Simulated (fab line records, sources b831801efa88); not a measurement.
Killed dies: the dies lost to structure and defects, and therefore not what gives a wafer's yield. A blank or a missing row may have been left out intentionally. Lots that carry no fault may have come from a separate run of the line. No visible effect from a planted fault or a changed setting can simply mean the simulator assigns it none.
A single fault, viewed from 2 desks ; flow gf180mcu ; what lay behind the numbers comes last; until then each desk has only its own

## AT THE METROLOGY DESK
What the gauges read, lot by lot, whatever tool the lot ran on: means of the sampled wafers that have a number. Any lot whose mean is over 4 standard deviations away from the usual mean is out of limits and marked OUT; that distance is given in the brackets.
Columns: A = PSD_OVL at GF_PSD_OVL_MEAS_08, usual 1.0 nm; B = NSD_RS at GF_PSD_RS_MEAS_14, usual 46.09 ohm/sq
lot;first seen here;A;B
L485;day 14 11:43;0.5;46.11
L486;day 14 19:34;0.4;46.11
L487;day 15 05:31;2.8;45.93
L489;day 15 12:26;1.8;46.01
L492;day 16 18:38;1.5;46.06
L494;day 17 08:55;1.6;46.15
L496;day 18 02:42;1.8;45.94
L497;day 18 14:46;0.8;46.11
L500;day 19 14:43;1.5;46.19
L502;day 20 09:34;226.4 (+99 or more) OUT;46.08
L503;day 20 18:14;1.5;46.01
L505;day 21 04:17;226.6 (+99 or more) OUT;46.09
L507;day 21 21:55;2.1;46.07
Per this desk, out of limits: L502, L505; the first was L502, day 20 09:34 (PSD_OVL at GF_PSD_OVL_MEAS_08). L485, L486, L487, L489, L492, L494, L496, L497, L500, L503, L507 stayed within limits.

## DESK OF THE TOOL OWNER: ilineStepper-01
The tool's own readings at GF_PSD_EXPOSE_04 (exposes mask Pplus, target cd 400 nm): means of the sampled wafers that have a number, for each lot that ran on this tool. Any lot whose mean is over 4 standard deviations away from the usual mean is out of limits and marked OUT; that distance is given in the brackets.
Columns: A = stageVelMmS at GF_PSD_EXPOSE_04, usual 499.97 mm/s
lot;first seen here;A
L485;day 14 01:38;500.13
L486;day 14 08:43;499.83
L489;day 15 02:14;500.01
L492;day 16 07:17;500.06
L494;day 16 21:51;500.00
L502;day 19 21:55;499.97
L505;day 20 15:52;500.16
This desk's verdict: no lot among the 7 shows anything out of limits.

## BROUGHT TOGETHER
On L502, L505, the metrology desk was in a position to raise an alarm at day 20 09:34.
Nothing out of limits was seen by the tool owner's desk.
The tool owner's desk has L502, L505 on record, within its limits.
GF_PSD_EXPOSE_04 was run on ilineStepper-01 by each of the lots named.

## WHAT THE SIMULATOR HAD PUT IN
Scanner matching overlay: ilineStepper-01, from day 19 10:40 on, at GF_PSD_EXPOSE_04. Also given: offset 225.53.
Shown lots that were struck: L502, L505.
Delay in hours, fault start to first out-of-limits reading, per desk: metrology desk 23.
